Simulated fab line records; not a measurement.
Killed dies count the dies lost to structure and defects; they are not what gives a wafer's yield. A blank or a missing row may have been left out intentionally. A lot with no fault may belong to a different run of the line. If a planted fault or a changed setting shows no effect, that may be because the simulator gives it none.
fab line records    flow sky130
record: lots: 24  wafers: 72  last-day: 50
route steps=708 shown METAL1@449 VIA1@459 METAL2@502 METAL3@567 METAL4@630 VIA4@641
lots that met no fault: taken from a fault-free run of the same line
start-h: hours from the record's first day to the start of the lot's first wafer shown    wait-h: hours since the lot's step before    " unchanged from the row above    L1.1+2: a single row standing in for several wafers    - no value present, or no start provided    * or withheld: withheld    < > ~ a bound
route shown NAME@n: names a module that has steps shown in the file, with the first one's number in the route    usual: average and standard deviation across the fault-free wafers    same: alike in all rows    chamber/n: place in a boat    sites: per-site readings    _std_site: their standard deviation    _edge_site: the outer-site mean with the inner-site mean subtracted    radius-mm: for every site, how far away it sits from the centre of the wafer    mask NAME#n: copy n    behind: tool/chamber where the wafer was last shaped    hold: why the lot was held/for how many hours/how that ended    device: which transistor (n, p or np) failed to switch    end of line: at the end of the route, the tests of the same wafers    a step with no rows: only its recipe    killed: not the wafer's yield, but the dies lost to structure and defects at the first sort    map: per-die view of a wafer (x killed, . not killed, _ where there is no die)
set.NAME: the setting the step ran with; set.NAME@STEP: the setting that earlier step ran with    model.NAME: the simulator's own value behind a step, which no gauge read
route steps across a sampled set of lots; one table per step, one row per wafer
services: a tool's chamber out of use, with start hour (start-h, from the record's first day; less than 0 if before it), hours out, and reason
== steps ==
step: SKY_METAL1_CD_MEAS_15
recipe: target-cd-nm: 140
usual: cd-nm: 139.4/1.3
lot.wafer  tool       chamber  start-h  wait-h  cd-nm
L074.1     cd-sem-01  -        769.97   -       138.6
L074.3     "          -        "        "       138.9
L074.6     "          -        "        "       136.8
L075.1     cd-sem-01  -        782.36   -       137.4
L075.4     "          -        "        "       138.2
L075.5     "          -        "        "       138.3
L076.1     cd-sem-02  -        791.80   -       141.1
L076.4     "          -        "        "       140.7
L076.6     "          -        "        "       141.6
L077.4     cd-sem-02  -        800.18   -       139.4
L077.5     "          -        "        "       140.1
L077.6     "          -        "        "       140.3
L078.1     cd-sem-01  -        804.42   -       138.3
L078.3     "          -        "        "       138.7
L078.6     "          -        "        "       138.6
L079.1     cd-sem-02  -        817.65   -       141.5
L079.3     "          -        "        "       141.8
L079.5     "          -        "        "       140.1
L080.1     cd-sem-01  -        820.01   -       140.0
L080.2     "          -        "        "       141.0
L080.6     "          -        "        "       141.3
L081.3     cd-sem-01  -        823.84   -       139.5
L081.4     "          -        "        "       139.2
L081.5     "          -        "        "       139.0
L082.1     cd-sem-02  -        831.56   -       138.4
L082.3     "          -        "        "       138.4
L082.6     "          -        "        "       139.0
L083.2     cd-sem-02  -        842.08   -       136.6
L083.3     "          -        "        "       138.0
L083.4     "          -        "        "       137.1
L084.1     cd-sem-01  -        844.11   -       139.5
L084.5     "          -        "        "       138.4
L084.6     "          -        "        "       140.4
L085.1     cd-sem-01  -        854.22   -       139.8
L085.2     "          -        "        "       140.5
L085.3     "          -        "        "       141.3
L087.1     cd-sem-02  -        867.16   -       141.3
L087.3     "          -        "        "       140.9
L087.4     "          -        "        "       139.9
L086.2     cd-sem-01  -        868.98   -       136.7
L086.3     "          -        "        "       139.0
L086.4     "          -        "        "       138.7
L088.4     cd-sem-01  -        869.76   -       137.3
L088.5     "          -        "        "       140.2
L088.6     "          -        "        "       138.1
L089.1     cd-sem-02  -        885.06   -       139.8
L089.2     "          -        "        "       139.6
L089.4     "          -        "        "       138.8
L090.1     cd-sem-01  -        893.25   -       140.4
L090.4     "          -        "        "       140.6
L090.6     "          -        "        "       140.0
L091.2     cd-sem-01  -        895.83   -       140.4
L091.5     "          -        "        "       140.0
L091.6     "          -        "        "       140.0
L092.2     cd-sem-02  -        900.99   -       138.2
L092.3     "          -        "        "       139.1
L092.4     "          -        "        "       137.6
L093.3     cd-sem-01  -        916.41   -       139.8
L093.4     "          -        "        "       140.1
L093.5     "          -        "        "       139.0
L094.1     cd-sem-01  -        917.76   -       139.8
L094.4     "          -        "        "       139.8
L094.5     "          -        "        "       139.2
L095.2     cd-sem-01  -        920.38   -       140.0
L095.3     "          -        "        "       140.2
L095.6     "          -        "        "       139.6
L096.2     cd-sem-01  -        930.77   -       139.8
L096.4     "          -        "        "       140.2
L096.6     "          -        "        "       139.8
L097.4     cd-sem-01  -        936.87   -       139.9
L097.5     "          -        "        "       138.8
L097.6     "          -        "        "       139.9
step: SKY_VIA1_THK_MEAS_01
recipe: reads: SiO2_of_VIA1_HDPCVD_00
usual: VIA1_HDPCVD_THK: 980/9.8
lot.wafer  tool           chamber  start-h  wait-h  VIA1_HDPCVD_THK[nm]
L074.1     film-metro-01  -        771.16   0.1     1002
L074.3     "              -        "        "       990
L074.6     "              -        "        "       982
L075.1     film-metro-04  -        783.71   0.1     981
L075.4     "              -        "        "       978
L075.5     "              -        "        "       990
L076.1     film-metro-04  -        793.13   0.1     970
L076.4     "              -        "        "       975
L076.6     "              -        "        "       997
L077.4     film-metro-04  -        801.54   0.0     967
L077.5     "              -        "        "       975
L077.6     "              -        "        "       981
L078.1     film-metro-02  -        805.47   0.1     968
L078.3     "              -        "        "       986
L078.6     "              -        "        "       979
L079.1     film-metro-04  -        819.24   0.1     993
L079.3     "              -        "        "       960
L079.5     "              -        "        "       979
L080.1     film-metro-04  -        821.15   0.1     969
L080.2     "              -        "        "       985
L080.6     "              -        "        "       984
L081.3     film-metro-02  -        825.09   0.1     970
L081.4     "              -        "        "       967
L081.5     "              -        "        "       983
L082.1     film-metro-04  -        832.89   0.1     993
L082.3     "              -        "        "       979
L082.6     "              -        "        "       987
L083.2     film-metro-02  -        843.42   0.1     981
L083.3     "              -        "        "       979
L083.4     "              -        "        "       981
L084.1     film-metro-04  -        846.18   0.1     971
L084.5     "              -        "        "       983
L084.6     "              -        "        "       960
L085.1     film-metro-04  -        855.67   0.1     957
L085.2     "              -        "        "       973
L085.3     "              -        "        "       973
L087.1     film-metro-04  -        868.21   0.1     982
L087.3     "              -        "        "       979
L087.4     "              -        "        "       1000
L086.2     film-metro-04  -        870.02   0.1     963
L086.3     "              -        "        "       966
L086.4     "              -        "        "       965
L088.4     film-metro-04  -        870.78   0.0     985
L088.5     "              -        "        "       995
L088.6     "              -        "        "       999
L089.1     film-metro-04  -        886.14   0.1     982
L089.2     "              -        "        "       1003
L089.4     "              -        "        "       998
L090.1     film-metro-04  -        894.31   0.1     979
L090.4     "              -        "        "       987
L090.6     "              -        "        "       977
L091.2     film-metro-04  -        896.88   0.1     975
L091.5     "              -        "        "       983
L091.6     "              -        "        "       981
L092.2     film-metro-04  -        902.02   0.1     971
L092.3     "              -        "        "       977
L092.4     "              -        "        "       977
L093.3     film-metro-02  -        917.45   0.1     990
L093.4     "              -        "        "       991
L093.5     "              -        "        "       972
L094.1     film-metro-01  -        918.85   0.1     995
L094.4     "              -        "        "       988
L094.5     "              -        "        "       999
L095.2     film-metro-02  -        921.42   0.1     981
L095.3     "              -        "        "       967
L095.6     "              -        "        "       972
L096.2     film-metro-02  -        931.81   0.1     971
L096.4     "              -        "        "       981
L096.6     "              -        "        "       973
L097.4     film-metro-04  -        937.90   0.0     971
L097.5     "              -        "        "       975
L097.6     "              -        "        "       975
step: SKY_METAL2_METAL_ETCH_19
recipe: target-depth-a: 3600  stop-on: SiO2  over-etch-frac: 0.3  time-s: 78  chemistry: Cl2/BCl3  resist-sidewall-deg: 88  pressure-mtorr: 10  icp-w: 900  bias-w: 48.5  Cl2_flow_sccm: 60  bcl3-flow-sccm: 30
usual: drypump-motor-current-A: 5.5/0.53  oes-product-au: 0.854/0.0067  throttle-valve-pct: 22.263/0.0086
lot.wafer  tool          chamber  start-h  wait-h  drypump-motor-current-A  oes-product-au  rf-hours-counter-h  throttle-valve-pct
L074.1     rie-metal-02  1        827.11   0.1     5.9                      0.848           12.7                22.258
L074.3     "             1        "        "       5.9                      0.857           -                   22.256
L074.6     "             1        "        "       5.9                      0.856           -                   22.283
L075.1     rie-metal-02  1        839.06   0.0     5.9                      0.845           13.4                22.271
L075.4     "             1        "        "       5.9                      0.861           -                   22.266
L075.5     "             0        "        "       5.5                      0.853           -                   22.251
L076.1     rie-metal-01  0        847.79   0.0     4.7                      0.861           9.8                 22.263
L076.4     "             0        "        "       4.7                      0.861           -                   22.274
L076.6     "             1        "        "       5.9                      0.850           -                   22.257
L077.4     rie-metal-01  1        856.24   0.1     5.9                      0.862           -                   22.262
L077.5     "             0        "        "       4.7                      0.865           -                   22.263
L077.6     "             1        "        "       5.9                      0.857           -                   22.266
L078.1     rie-metal-01  1        860.32   0.0     5.9                      0.845           11.7                22.260
L078.3     "             0        "        "       4.7                      0.850           -                   22.280
L078.6     "             0        "        "       4.7                      0.840           -                   22.263
L079.1     rie-metal-01  0        873.66   0.0     4.7                      0.853           10.6                22.269
L079.3     "             0        "        "       4.7                      0.865           -                   22.272
L079.5     "             0        "        "       4.7                      0.856           -                   22.263
L080.1     rie-metal-02  0        876.09   0.0     5.4                      0.862           8.4                 22.259
L080.2     "             1        "        "       5.9                      0.857           14.6                22.259
L080.6     "             0        "        "       5.5                      0.862           -                   22.253
L081.3     rie-metal-01  0        879.00   0.1     4.7                      0.865           -                   22.250
L081.4     "             1        "        "       5.9                      0.858           -                   22.255
L081.5     "             0        "        "       4.7                      0.854           -                   22.284
L082.1     rie-metal-01  0        886.87   0.0     4.7                      0.863           11.2                22.265
L082.3     "             0        "        "       4.7                      0.858           -                   22.254
L082.6     "             1        "        "       5.9                      0.861           -                   22.276
L083.2     rie-metal-01  0        897.47   0.0     4.7                      0.862           11.8                22.262
L083.3     "             0        "        "       4.8                      0.857           -                   22.256
L083.4     "             1        "        "       5.9                      0.855           -                   22.258
L084.1     rie-metal-02  1        899.37   0.0     5.9                      0.857           15.6                22.269
L084.5     "             1        "        "       6.0                      0.849           -                   22.280
L084.6     "             0        "        "       5.5                      0.858           -                   22.259
L085.1     rie-metal-03  1        908.36   0.0     6.2                      0.841           8.0                 22.273
L085.2     "             0        "        "       5.1                      0.845           10.1                22.262
L085.3     "             0        "        "       5.1                      0.849           -                   22.268
L087.1     rie-metal-03  1        921.31   0.0     6.2                      0.853           8.8                 22.259
L087.3     "             0        "        "       5.1                      0.852           -                   22.271
L087.4     "             1        "        "       6.2                      0.853           -                   22.274
L086.2     rie-metal-02  1        923.62   0.0     5.9                      0.849           16.7                22.268
L086.3     "             1        "        "       5.8                      0.859           -                   22.255
L086.4     "             0        "        "       5.5                      0.844           -                   22.267
L088.4     rie-metal-01  1        924.00   0.1     5.9                      0.849           -                   22.268
L088.5     "             1        "        "       5.9                      0.847           -                   22.268
L088.6     "             0        "        "       4.7                      0.847           -                   22.249
L089.1     rie-metal-03  0        938.81   0.0     5.1                      0.855           11.5                22.251
L089.2     "             1        "        "       6.1                      0.857           9.3                 22.276
L089.4     "             0        "        "       5.1                      0.860           -                   22.251
L090.1     rie-metal-02  1        945.24   0.0     5.9                      0.852           17.4                22.259
L090.4     "             0        "        "       5.5                      0.856           -                   22.267
L090.6     "             1        "        "       5.9                      0.855           -                   22.264
L091.2     rie-metal-01  1        948.26   0.0     5.9                      0.858           15.8                22.268
L091.5     "             0        "        "       4.7                      0.853           -                   22.254
L091.6     "             1        "        "       5.9                      0.843           -                   22.272
L092.2     rie-metal-02  0        954.24   0.0     5.5                      0.867           11.3                22.276
L092.3     "             1        "        "       5.8                      0.857           -                   22.275
L092.4     "             0        "        "       5.4                      0.860           -                   22.256
L093.3     rie-metal-03  0        967.97   0.1     5.1                      0.859           -                   22.272
L093.4     "             1        "        "       6.2                      0.856           -                   22.255
L093.5     "             1        "        "       6.2                      0.858           -                   22.258
L094.1     rie-metal-01  0        970.87   0.0     4.7                      0.850           15.6                22.252
L094.4     "             1        "        "       5.9                      0.859           -                   22.251
L094.5     "             0        "        "       4.7                      0.858           -                   22.263
L095.2     rie-metal-01  1        973.22   0.0     5.9                      0.841           17.3                22.266
L095.3     "             1        "        "       5.9                      0.838           -                   22.253
L095.6     "             1        "        "       5.9                      0.841           -                   22.273
L096.2     rie-metal-03  1        981.56   0.0     6.2                      0.861           12.5                22.268
L096.4     "             1        "        "       6.1                      0.847           -                   22.248
L096.6     "             0        "        "       5.1                      0.857           -                   22.256
L097.4     rie-metal-01  0        990.85   0.1     4.7                      0.855           -                   22.255
L097.5     "             0        "        "       4.7                      0.852           -                   22.256
L097.6     "             1        "        "       5.9                      0.850           -                   22.270
step: SKY_METAL3_ETCH_17
recipe: target: SiO2  stop-on: TiN  chemistry: C4F8/O2/Ar  source-w: 1500  bias-w: 1200  pressure-mtorr: 40  c4f8-flow-sccm: withheld  O2_flow_sccm: 6  Ar_flow_sccm: 300  time-s: 3.9  target-depth-a: 150
usual: oes-product-au: 0.749/0.0083
lot.wafer  tool         chamber  start-h  wait-h  oes-product-au  rf-hours-counter-h
L074.1     rie-diel-04  2        908.84   0.1     0.748           8
L074.3     "            0        "        "       0.742           27
L074.6     "            3        "        "       0.761           -
L075.1     rie-diel-03  0        919.72   0.1     0.742           4
L075.4     "            2        "        "       0.749           14
L075.5     "            0        "        "       0.749           -
L076.1     rie-diel-02  1        927.22   0.1     0.741           12
L076.4     "            3        "        "       0.744           3
L076.6     "            2        "        "       0.749           -
L077.4     rie-diel-04  3        935.85   0.0     0.734           20
L077.5     "            2        "        "       0.746           -
L077.6     "            3        "        "       0.747           -
L078.1     rie-diel-04  2        939.37   0.1     0.738           9
L078.3     "            0        "        "       0.740           28
L078.6     "            3        "        "       0.758           -
L079.1     rie-diel-04  2        952.77   0.1     0.759           9
L079.3     "            0        "        "       0.751           29
L079.5     "            3        "        "       0.760           -
L080.1     rie-diel-03  1        954.19   0.1     0.744           18
L080.2     "            2        "        "       0.742           15
L080.6     "            1        "        "       0.747           -
L081.3     rie-diel-04  1        956.37   0.0     0.741           6
L081.4     "            2        "        "       0.763           9
L081.5     "            3        "        "       0.758           -
L082.1     rie-diel-03  3        965.49   0.1     0.737           3
L082.3     "            1        "        "       0.731           18
L082.6     "            1        "        "       0.753           -
L083.2     rie-diel-04  3        975.49   0.1     0.744           21
L083.3     "            1        "        "       0.752           6
L083.4     "            2        "        "       0.744           -
L084.1     rie-diel-02  3        976.35   0.1     0.756           4
L084.5     "            2        "        "       0.747           -
L084.6     "            0        "        "       0.754           -
L085.1     rie-diel-02  3        985.40   0.1     0.741           4
L085.2     "            0        "        "       0.759           8
L085.3     "            2        "        "       0.746           7
L087.1     rie-diel-02  2        998.54   0.1     0.744           7
L087.3     "            3        "        "       0.745           4
L087.4     "            0        "        "       0.748           8
L086.2     rie-diel-03  0        1000.69  0.1     0.747           6
L086.3     "            3        "        "       0.757           4
L086.4     "            2        "        "       0.764           16
L088.4     rie-diel-02  1        1000.82  0.0     0.748           12
L088.5     "            0        "        "       0.752           -
L088.6     "            3        "        "       0.747           -
L089.1     rie-diel-02  2        1013.84  0.1     0.744           8
L089.2     "            3        "        "       0.740           5
L089.4     "            0        "        "       0.759           9
L090.1     rie-diel-03  0        1020.97  0.1     0.754           6
L090.4     "            1        "        "       0.766           -
L090.6     "            3        "        "       0.750           -
L091.2     rie-diel-02  1        1024.52  0.1     0.735           13
L091.5     "            3        "        "       0.739           -
L091.6     "            2        "        "       0.750           -
L092.2     rie-diel-03  1        1027.89  0.1     0.732           21
L092.3     "            3        "        "       0.746           5
L092.4     "            0        "        "       0.747           -
L093.3     rie-diel-04  1        1041.04  0.0     0.759           9
L093.4     "            2        "        "       0.759           13
L093.5     "            2        "        "       0.756           -
L094.1     rie-diel-04  2        1045.20  0.1     0.755           13
L094.4     "            3        "        "       0.757           24
L094.5     "            0        "        "       0.742           -
L095.2     rie-diel-03  3        1047.52  0.1     0.756           6
L095.3     "            0        "        "       0.755           8
L095.6     "            1        "        "       0.762           -
L096.2     rie-diel-02  3        1054.33  0.1     0.753           6
L096.4     "            2        "        "       0.760           8
L096.6     "            0        "        "       0.749           -
L097.4     rie-diel-04  1        1062.45  0.0     0.755           10
L097.5     "            1        "        "       0.751           -
L097.6     "            2        "        "       0.762           -
step: SKY_METAL4_OVL_MEAS_14
usual: METAL4_OVL: -2/5.1
lot.wafer  tool        chamber  start-h  wait-h  METAL4_OVL[nm]
L074.1     overlay-01  -        986.39   0.1     -5
L074.3     "           -        "        "       -10
L074.6     "           -        "        "       -4
L075.1     overlay-01  -        996.84   0.1     2
L075.4     "           -        "        "       -4
L075.5     "           -        "        "       0
L076.1     overlay-02  -        1002.48  0.1     -7
L076.4     "           -        "        "       -7
L076.6     "           -        "        "       -8
L077.4     overlay-02  -        1011.94  0.1     -1
L077.5     "           -        "        "       -3
L077.6     "           -        "        "       5
L078.1     overlay-02  -        1014.53  0.1     1
L078.3     "           -        "        "       5
L078.6     "           -        "        "       -3
L079.1     overlay-01  -        1026.97  0.1     -2
L079.3     "           -        "        "       -3
L079.5     "           -        "        "       -8
L080.1     overlay-01  -        1028.42  0.1     3
L080.2     "           -        "        "       -3
L080.6     "           -        "        "       0
L081.3     overlay-01  -        1031.29  0.1     -8
L081.4     "           -        "        "       -8
L081.5     "           -        "        "       -9
L082.1     overlay-01  -        1039.27  0.1     -14
L082.3     "           -        "        "       -8
L082.6     "           -        "        "       -2
L083.2     overlay-01  -        1050.03  0.1     6
L083.3     "           -        "        "       0
L083.4     "           -        "        "       -5
L084.1     overlay-02  -        1050.64  0.1     -5
L084.5     "           -        "        "       -5
L084.6     "           -        "        "       -8
L085.1     overlay-01  -        1057.29  0.1     -4
L085.2     "           -        "        "       -7
L085.3     "           -        "        "       -7
L087.1     overlay-02  -        1070.17  0.1     8
L087.3     "           -        "        "       3
L087.4     "           -        "        "       10
L086.2     overlay-02  -        1072.63  0.1     2
L086.3     "           -        "        "       5
L086.4     "           -        "        "       -1
L088.4     overlay-02  -        1072.99  0.1     1
L088.5     "           -        "        "       1
L088.6     "           -        "        "       4
L089.1     overlay-01  -        1083.12  0.1     -11
L089.2     "           -        "        "       -7
L089.4     "           -        "        "       -6
L090.1     overlay-01  -        1090.49  0.1     -6
L090.4     "           -        "        "       -2
L090.6     "           -        "        "       4
L091.2     overlay-01  -        1094.89  0.1     -2
L091.5     "           -        "        "       -7
L091.6     "           -        "        "       -4
L092.2     overlay-01  -        1097.10  0.1     -5
L092.3     "           -        "        "       -16
L092.4     "           -        "        "       -6
L093.3     overlay-01  -        1108.49  0.1     -6
L093.4     "           -        "        "       0
L093.5     "           -        "        "       -10
L094.1     overlay-01  -        1112.73  0.1     -7
L094.4     "           -        "        "       1
L094.5     "           -        "        "       2
L095.2     overlay-02  -        1114.85  0.1     -4
L095.3     "           -        "        "       -8
L095.6     "           -        "        "       -5
L096.2     overlay-01  -        1122.24  0.1     4
L096.4     "           -        "        "       -2
L096.6     "           -        "        "       -1
L097.4     overlay-01  -        1126.96  0.1     5
L097.5     "           -        "        "       2
L097.6     "           -        "        "       6
step: SKY_VIA4_CMP_02
recipe: material: SiO2  down-force-psi: 4  platen-rpm: 60  pad-velocity-m-s: 0.94248
usual: motor-current-A: 11.8/1.2  retaining-ring-pressure-frac: 0.999/0.0051
lot.wafer  tool    chamber  start-h  wait-h  motor-current-A  retaining-ring-pressure-frac
L074.3     cmp-02  2        987.63   0.1     11.8             1.003
L074.1     "       0        "        "       12.5             1.000
L074.6     "       2        "        "       11.8             0.997
L075.1     cmp-01  2        998.25   0.1     9.8              1.002
L075.4     "       3        "        "       12.6             0.999
L075.5     "       0        "        "       12.1             1.001
L076.4     cmp-02  1        1003.67  0.0     12.2             1.000
L076.1     "       2        "        "       12.5             0.994
L076.6     "       1        "        "       11.9             0.999
L077.4     cmp-01  1        1013.22  0.1     10.6             1.001
L077.6     "       3        "        "       12.5             1.005
L077.5     "       0        "        "       11.8             0.996
L078.3     cmp-01  2        1015.73  0.0     9.2              1.009
L078.1     "       3        "        "       12.0             0.999
L078.6     "       3        "        "       13.3             1.005
L079.1     cmp-02  3        1028.21  0.1     13.2             1.000
L079.3     "       1        "        "       12.1             1.000
L079.5     "       0        "        "       12.8             0.996
L080.1     cmp-01  0        1029.84  0.1     11.4             0.993
L080.2     "       2        "        "       9.3              1.002
L080.6     "       0        "        "       11.9             1.005
L081.4     cmp-02  3        1032.58  0.1     13.0             0.991
L081.3     "       0        "        "       12.9             1.002
L081.5     "       3        "        "       12.4             1.001
L082.3     cmp-01  1        1040.50  0.0     11.7             0.999
L082.1     "       0        "        "       12.8             0.987
L082.6     "       2        "        "       9.3              0.995
L083.3     cmp-01  2        1051.22  0.0     8.8              1.013
L083.4     "       0        "        "       12.1             0.997
L083.2     "       1        "        "       11.4             0.998
L084.1     cmp-01  1        1051.89  0.1     11.3             1.000
L084.5     "       0        "        "       12.6             0.998
L084.6     "       1        "        "       11.0             0.996
L085.3     cmp-01  3        1058.55  0.0     13.0             0.991
L085.1     "       0        "        "       11.9             0.996
L085.2     "       1        "        "       11.5             0.998
L087.1     cmp-01  1        1071.37  0.1     11.1             0.998
L087.4     "       2        "        "       9.0              0.996
L087.3     "       0        "        "       12.8             0.994
L086.4     cmp-02  0        1073.87  0.0     13.7             0.992
L086.3     "       1        "        "       11.7             1.008
L086.2     "       3        "        "       12.8             1.001
L088.4     cmp-01  3        1074.43  0.2     11.9             1.006
L088.5     "       2        "        "       9.0              0.995
L088.6     "       3        "        "       12.6             0.990
L089.4     cmp-02  3        1084.32  0.0     12.7             0.994
L089.1     "       0        "        "       13.2             0.999
L089.2     "       1        "        "       12.5             1.008
L090.1     cmp-01  2        1091.77  0.1     9.4              0.996
L090.4     "       0        "        "       12.4             0.996
L090.6     "       2        "        "       8.8              0.991
L091.2     cmp-02  0        1096.48  0.2     12.9             0.996
L091.6     "       1        "        "       12.4             0.993
L091.5     "       2        "        "       12.2             1.007
L092.3     cmp-01  1        1098.30  0.0     11.2             0.998
L092.2     "       2        "        "       9.5              0.992
L092.4     "       3        "        "       12.7             0.997
L093.3     cmp-02  3        1109.87  0.0     12.8             0.989
L093.4     "       0        "        "       12.1             1.004
L093.5     "       0        "        "       12.7             1.004
L094.4     cmp-02  1        1114.09  0.0     12.7             1.006
L094.1     "       2        "        "       12.2             0.994
L094.5     "       1        "        "       12.6             1.002
L095.2     cmp-01  1        1116.26  0.1     11.6             1.002
L095.3     "       3        "        "       12.4             0.994
L095.6     "       0        "        "       11.8             1.003
L096.4     cmp-02  2        1123.83  0.1     12.1             0.997
L096.2     "       0        "        "       12.6             1.000
L096.6     "       2        "        "       12.5             0.992
L097.4     cmp-01  0        1128.31  0.1     12.6             1.008
L097.5     "       3        "        "       12.7             0.998
L097.6     "       0        "        "       12.3             1.007
== services ==
tool          chamber  start-h  hours  kind
rie-diel-04   -        806.81   2.9    repair
rie-metal-02  0        821.77   12.5   repair
cmp-01        -        830.29   0.9    repair
rie-diel-04   -        866.55   2.8    pm
cmp-01        -        895.70   7.0    pm
rie-diel-04   1        903.15   19.0   repair
cmp-02        -        912.00   4.0    pm
rie-diel-04   0        931.60   1.3    repair
rie-diel-02   2        937.65   4.1    repair
rie-diel-02   1        939.29   53.1   repair
rie-diel-03   0        940.75   26.5   repair
rie-diel-02   3        946.06   9.6    repair
rie-diel-02   3        958.68   11.3   repair
cmp-02        -        970.80   5.8    repair
rie-diel-04   0        999.29   8.2    repair
rie-diel-03   2        1017.88  34.3   repair
rie-diel-02   2        1035.85  15.6   repair
cmp-02        -        1059.91  1.5    repair
rie-diel-04   -        1076.46  2.2    repair
rie-diel-02   -        1076.74  28.1   pm
cmp-01        -        1084.08  4.0    pm
rie-metal-02  0        1119.93  10.8   repair
rie-metal-01  0        1121.96  13.8   repair
rie-diel-02   3        1124.01  5.4    repair
== key ==
fault none
